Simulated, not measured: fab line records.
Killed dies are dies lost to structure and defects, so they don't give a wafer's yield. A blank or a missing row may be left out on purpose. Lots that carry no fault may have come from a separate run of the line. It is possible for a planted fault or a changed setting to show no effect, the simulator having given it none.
2 desks looking at one fault | flow sky130 | each desk holds nothing but its own numbers, with what lay behind them at the end

== FOR THE TOOL OWNER'S DESK: rie_si-01 ==
The tool's own readings at SKY_FIELD_ISO_ETCH_17 (etches Si in HBr/Cl2/O2, target depth 342 nm, time 97.7 s): means of the sampled wafers that have a number, for each lot that ran on this tool. Marked OUT: a lot whose mean sits more than 4 standard deviations from the usual mean, which makes it out of limits; the brackets give that distance.
Columns: A = HBr_flow_sccm at SKY_FIELD_ISO_ETCH_17, usual 150.1 sccm; B = drypump_motor_current_A at SKY_FIELD_ISO_ETCH_17, usual 5.8 A; C = oes_product_au at SKY_FIELD_ISO_ETCH_17, usual 1.004 a.u.; D = rf_fwd_power_W at SKY_FIELD_ISO_ETCH_17, usual 596.5 W; E = throttle_valve_pct at SKY_FIELD_ISO_ETCH_17, usual 25.654 %
lot  | first seen here | A     | B   | C                | D               | E
L792 | day 2 09:08     | 150.6 | 5.8 | 1.001            | 597.6           | 25.655
L794 | day 2 14:38     | 150.0 | 5.5 | 1.001            | 597.2           | 25.660
L799 | day 3 17:53     | 149.8 | 5.4 | 1.002            | 596.8           | 25.652
L807 | day 5 12:38     | 150.6 | 5.2 | 1.009            | 595.7           | 25.643
L809 | day 5 21:31     | 149.6 | 5.7 | 1.053 (+4.4) OUT | 694.0 (+46) OUT | 25.634
L811 | day 6 07:53     | 149.9 | 5.5 | 1.055 (+4.6) OUT | 692.2 (+46) OUT | 25.633
This desk's verdict: out of limits on L809, L811, starting with L809 at day 5 21:31 (oes_product_au at SKY_FIELD_ISO_ETCH_17). L792, L794, L799, L807: within limits.

== FROM THE METROLOGY DESK ==
Means of the sampled wafers that have a number, per lot and without regard to the tool the lot ran on: this is what the gauges read. Marked OUT: a lot whose mean sits more than 4 standard deviations from the usual mean, which makes it out of limits; the brackets give that distance.
Columns: A = cd_nm at SKY_FIELD_ISO_CD_MEAS_13, usual 149.8 nm
lot  | first seen here | A
L792 | day 2 08:50     | 148.5
L794 | day 2 14:20     | 151.4
L799 | day 3 17:34     | 148.1
L807 | day 5 12:21     | 149.1
L809 | day 5 21:11     | 149.1
L811 | day 6 07:34     | 148.7
This desk's verdict: no lot among the 6 shows anything out of limits.

== BROUGHT TOGETHER ==
An alarm could have come from the tool owner's desk at day 5 21:31, on L809, L811.
The metrology desk saw nothing out of limits.
The metrology desk has L809, L811 on record, within its limits.
All the named lots went through SKY_FIELD_ISO_ETCH_17 on rie_si-01.

== WHAT HAD BEEN PUT IN BY THE SIMULATOR ==
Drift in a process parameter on rie_si-01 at SKY_FIELD_ISO_ETCH_17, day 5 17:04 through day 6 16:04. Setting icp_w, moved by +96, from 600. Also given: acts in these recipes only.
Lots struck among those shown: L809, L811.
Each desk's first reading out of limits, in hours after the fault started: the tool owner's desk, 4.
